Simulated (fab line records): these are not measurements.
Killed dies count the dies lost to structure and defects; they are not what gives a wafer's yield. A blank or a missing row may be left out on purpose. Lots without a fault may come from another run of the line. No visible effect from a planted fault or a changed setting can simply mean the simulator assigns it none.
Which tool was responsible? + flow sky130 + Sampling: 14 lots, 42 wafers, 3 of 708 route steps

== WHAT THE GAUGES READ, wafer by wafer ==
SKY_METAL2_THK_MEAS_06: measures by xrf.
| lot  | measured     | on           | METAL2_ALCU_THK (nm) |
|------|--------------|--------------|----------------------|
| L944 | day 33 16:53 | filmMetro-03 | 242.3 241.2 242.3    |
| L945 | day 34 12:19 | filmMetro-03 | 238.5 242.2 242.5    |
| L946 | day 34 16:42 | filmMetro-01 | 245.3 245.5 246.6    |
| L947 | day 35 10:32 | filmMetro-03 | 242.9 242.6 239.0    |
| L949 | day 36 05:58 | filmMetro-03 | 244.0 240.6 239.7    |
| L953 | day 37 01:53 | filmMetro-01 | 246.7 247.1 247.6    |
| L954 | day 37 18:07 | filmMetro-01 | 243.5 244.2 246.0    |
| L959 | day 39 05:19 | filmMetro-01 | 245.9 243.3 245.4    |
| L960 | day 39 07:22 | filmMetro-04 | 241.5 240.6 242.2    |
| L961 | day 39 10:44 | filmMetro-04 | 248.0 242.4 243.4    |
| L962 | day 39 21:02 | filmMetro-01 | 241.3 245.2 243.3    |
| L964 | day 40 06:15 | filmMetro-01 | 249.6 249.4 248.3    |
| L965 | day 40 10:46 | filmMetro-03 | 244.8 244.4 245.9    |
| L966 | day 40 19:42 | filmMetro-01 | 246.9 248.3 245.0    |

== TOOL THAT RAN EACH LOT (tool first, then ch and the chambers of the sampled wafers, then the start) ==
| lot  | SKY_LOCAL_INTERCONNECT_METAL_ETCH_14 | SKY_CONTACT_ETCH_18                          |
|------|--------------------------------------|----------------------------------------------|
| L944 | rieMetal-01 ch 0,1, day 30 04:19     | rieDiel-04 ch 1,2, day 33 16:53 or earlier   |
| L945 | rieMetal-02 ch 0,1, day 30 22:20     | rieDiel-03 ch 0,1, day 34 12:19 or earlier   |
| L946 | rieMetal-01 ch 0,1, day 31 01:40     | rieDiel-04 ch 1,2,3, day 34 16:42 or earlier |
| L947 | rieMetal-01 ch 0, day 31 18:38       | rieDiel-02 ch 0,1,2, day 35 10:32 or earlier |
| L949 | rieMetal-02 ch 0,1, day 32 18:02     | rieDiel-04 ch 0,2,3, day 36 05:58 or earlier |
| L953 | rieMetal-03 ch 0,1, day 33 12:19     | rieDiel-02 ch 0,3, day 37 01:53 or earlier   |
| L954 | rieMetal-02 ch 0,1, day 34 05:58     | rieDiel-03 ch 2,3, day 37 18:07 or earlier   |
| L959 | rieMetal-03 ch 0,1, day 35 19:04     | rieDiel-02 ch 0,1,2, day 39 05:19 or earlier |
| L960 | rieMetal-01 ch 0,1, day 35 20:59     | rieDiel-04 ch 1,2,3, day 39 07:22 or earlier |
| L961 | rieMetal-02 ch 0,1, day 35 23:45     | rieDiel-04 ch 1,2,3, day 39 10:44 or earlier |
| L962 | rieMetal-03 ch 0,1, day 36 12:37     | rieDiel-02 ch 0,2,3, day 39 21:02 or earlier |
| L964 | rieMetal-01 ch 0,1, day 36 21:01     | rieDiel-02 ch 0,1,3, day 40 06:15 or earlier |
| L965 | rieMetal-01 ch 0,1, day 37 02:28     | rieDiel-03 ch 0,2,3, day 40 10:46 or earlier |
| L966 | rieMetal-01 ch 0,1, day 37 12:36     | rieDiel-04 ch 0,2, day 40 19:42 or earlier   |
- SKY_LOCAL_INTERCONNECT_METAL_ETCH_14: etches TiN in Cl2/BCl3, stops on PSG, target depth 110 nm, time 31.4 s.
- SKY_CONTACT_ETCH_18: etches Si3N4 in CHF3/O2, stops on TiN, time 39 s, target depth 75 nm.

== WHAT THE TOOLS THEMSELVES READ (means of the sampled wafers that have a number; where no wafer has one, the mark that the record gives instead) ==
SKY_LOCAL_INTERCONNECT_METAL_ETCH_14.
| lot  | tool        | drypumpMotorCurrentA (A) | heBacksideLeakSccm (sccm) | oesProductAu (a.u.) | throttleValvePct (%) |
|------|-------------|--------------------------|---------------------------|---------------------|----------------------|
| L944 | rieMetal-01 | 5.7                      | 3.39                      | 0.947               | 21.904               |
| L945 | rieMetal-02 | 5.9                      | 3.43                      | 0.955               | 21.901               |
| L946 | rieMetal-01 | 5.3                      | 3.29                      | 0.947               | 21.898               |
| L947 | rieMetal-01 | 4.9                      | 3.19                      | 0.938               | 21.904               |
| L949 | rieMetal-02 | 5.9                      | 3.31                      | 0.932               | 21.897               |
| L953 | rieMetal-03 | 6.2                      | 3.48                      | 0.943               | 21.896               |
| L954 | rieMetal-02 | 5.9                      | 3.23                      | 0.943               | 21.904               |
| L959 | rieMetal-03 | 6.1                      | 3.42                      | 0.948               | 21.901               |
| L960 | rieMetal-01 | 5.7                      | 3.22                      | 0.940               | 21.912               |
| L961 | rieMetal-02 | 5.7                      | 3.43                      | 0.951               | 21.888               |
| L962 | rieMetal-03 | 6.3                      | 3.54                      | 0.941               | 21.902               |
| L964 | rieMetal-01 | 5.7                      | 3.37                      | 0.939               | 21.895               |
| L965 | rieMetal-01 | 5.7                      | 3.32                      | 0.946               | 21.892               |
| L966 | rieMetal-01 | 5.3                      | 3.45                      | 0.947               | 21.891               |

SKY_CONTACT_ETCH_18.
| lot  | tool       | drypumpMotorCurrentA (A) | oesProductAu (a.u.) | throttleValvePct (%) |
|------|------------|--------------------------|---------------------|----------------------|
| L944 | rieDiel-04 | 6.1                      | 0.862               | 8.794                |
| L945 | rieDiel-03 | 5.1                      | 0.852               | 8.797                |
| L946 | rieDiel-04 | 5.9                      | 0.848               | 8.782                |
| L947 | rieDiel-02 | 5.4                      | 0.849               | 8.794                |
| L949 | rieDiel-04 | 6.2                      | 0.865               | 8.786                |
| L953 | rieDiel-02 | 5.1                      | 0.864               | 8.782                |
| L954 | rieDiel-03 | 5.6                      | 0.857               | 8.791                |
| L959 | rieDiel-02 | 5.4                      | 0.871               | 8.802                |
| L960 | rieDiel-04 | 6.0                      | 0.856               | 8.791                |
| L961 | rieDiel-04 | 6.0                      | 0.864               | 8.793                |
| L962 | rieDiel-02 | 5.2                      | 0.866               | 8.795                |
| L964 | rieDiel-02 | 5.3                      | 0.853               | 8.786                |
| L965 | rieDiel-03 | 5.4                      | 0.859               | 8.794                |
| L966 | rieDiel-04 | 6.3                      | 0.859               | 8.796                |

== THE ANSWER, worked out from the rows above alone ==
Rule: what is usual is taken from the lots themselves. Put in order of their means at a reading, lots are off if they are a third of the lots or fewer, leave a main group of 4 or more, and stand apart from it by a gap of 3 or more times the standard deviation of the main group's means; of several such gaps the widest counts. A main group whose means are all the same, to the digits that the tables above print for the reading, isn't used. Also off: a lot with no number at a reading for which 4 or more lots have one. Any other lot the step has rows for is counted as sound. Order of review: gauges by route order, followed by the tools' own readings, for which a lot's mean as printed above is used. At the first step where some lot is off, the reading lying furthest off is the one used; lots without a number count as furthest.
Nothing can be told from this: no lot is off at any reading shown.

== WHAT THE SIMULATOR HAD INSERTED ==
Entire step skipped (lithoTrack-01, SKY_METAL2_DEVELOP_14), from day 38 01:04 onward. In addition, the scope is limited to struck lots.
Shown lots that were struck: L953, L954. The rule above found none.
